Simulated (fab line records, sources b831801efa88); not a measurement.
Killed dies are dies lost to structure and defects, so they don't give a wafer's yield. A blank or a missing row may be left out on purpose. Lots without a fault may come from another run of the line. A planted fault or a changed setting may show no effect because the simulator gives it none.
Which tool did it? | flow sky130 | 7 lots, 20 wafers sampled, at 1 step of a route of 708

WHAT THE GAUGES READ, wafer by wafer
SKY_FIELD_ISO_BOW_MEAS_00.
lot  | measured    | on            | INCOMING_BOW (um)
L342 | day 1 15:00 | film_metro-04 | -2 6 -4
L348 | day 2 21:00 | film_metro-01 | 2 -1 0
L351 | day 3 12:01 | film_metro-02 | -5 2 -6
L353 | day 3 22:00 | film_metro-04 | -2 -11 4
L358 | day 4 23:01 | film_metro-02 | -4 8 5
L361 | day 5 14:00 | film_metro-01 | 13 4
L364 | day 6 05:01 | film_metro-01 | 7 13 -6

WHICH TOOL RAN EACH LOT (tool, then ch and the chambers of the sampled wafers, then the start)
The record holds no process step before these readings.

THE ANSWER, worked out from the rows above alone
Rule: what is usual is taken from the lots themselves. Put in order of their means at a reading, lots are off if they are a third of the lots or fewer, leave a main group of 4 or more, and stand apart from it by a gap of 3 or more times the standard deviation of the main group's means; of several such gaps the widest counts. A main group whose means are all the same, to the digits that the tables above print for the reading, isn't used. A lot without any number at a reading at which 4 lots or more have one is off too. The other lots that the step has rows for count as sound.
No lot is off at any reading shown: from this, nothing can be told.

WHAT THE SIMULATOR HAD PUT IN
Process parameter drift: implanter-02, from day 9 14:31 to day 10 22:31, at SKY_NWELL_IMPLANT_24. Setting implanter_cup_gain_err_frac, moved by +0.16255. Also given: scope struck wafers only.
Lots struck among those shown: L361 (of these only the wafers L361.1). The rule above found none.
